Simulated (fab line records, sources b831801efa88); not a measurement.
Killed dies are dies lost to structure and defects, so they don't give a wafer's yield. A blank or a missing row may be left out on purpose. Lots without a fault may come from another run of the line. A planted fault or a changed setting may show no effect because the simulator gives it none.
Problem report in the 8D (eight disciplines) form, filled by code | flow gf180mcu | the parts of the form that need people (team, actions taken, sign-off) are left out

1. THE PROBLEM
developer_temp_C at GF_HV_LDD_DEVELOP_45 reads a mean of 20.76 C on 6 wafers of 2 lots; wafers without a fault read 23.00 C with a standard deviation of 0.092. That is -24 standard deviations from the usual mean.
The step: develop time 60 s.
First seen on wafer L412.1, day 16 08:45, on litho_track-01. The record holds 42 wafers of 14 lots with a number at this step. Rule for "out", or "out of limits": more than 4 standard deviations from the usual mean. The other wafers with a number count as sound.

2. WHAT IT IS AND WHAT IT IS NOT
question                    | is                     | is not
which readings at this step | developer_temp_C       | -
which lots                  | L412, L413             | L400, L402, L403, L409, L414, L417, L418, L419, L420, L421, L422, L423
which wafers of those lots  | all that have a number | -
read on which tools         | litho_track-01         | litho_track-03, litho_track-04
when                        | from day 16 08:45      | up to then (12 sound wafers); but 24 sound wafers of L414, L417, L418, L419, L420, L421, L422, L423 came after

3. SUSPECTS, AND WHAT RULES EACH OUT
Counting: a tool at a process step up to the reading stays a suspect if it ran every lot that is out and no sound lot after the first of them.
- litho_track-01 at GF_HV_LDD_DEVELOP_45 (develop time 60 s): ruled out as a lasting fault. Sound lots L420, L421 ran on it after its first lot that is out, L412 (day 16 08:45).
Left after counting: nothing in the record.

4. THE CAUSE (what the simulator had put in)
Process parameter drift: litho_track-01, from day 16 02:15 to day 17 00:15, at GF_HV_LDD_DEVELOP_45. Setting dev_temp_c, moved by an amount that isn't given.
Counting ruled it out, wrongly.

5. THE CHAIN OF EFFECTS, in route order
Each row: a reading whose mean over the struck wafers that have a number lies more than 3 standard deviations from the usual. Only readings for which the record gives a usual standard deviation are gone through. hours: the time from each lot's start at the first step in this table that gives one to its start at this step, as a median over the lots. sigmas: the change in usual standard deviations.
hours | step                 | reading          | usual   | on struck wafers | change | sigmas
0     | GF_HV_LDD_DEVELOP_45 | developer_temp_C | 23.00 C | 20.76            | -2.24  | -24
The process steps in it:
- GF_HV_LDD_DEVELOP_45: develop time 60 s.
Later measuring or inspecting steps at which every struck wafer that the step has a row for has a number for every such reading, and none has moved that far: GF_CONTACT_THK_MEAS_03.

6. WHAT WOULD HAVE CAUGHT IT SOONER
In this record the first reading out of limits was taken at day 16 08:45, 6 hours after the fault began at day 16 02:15.
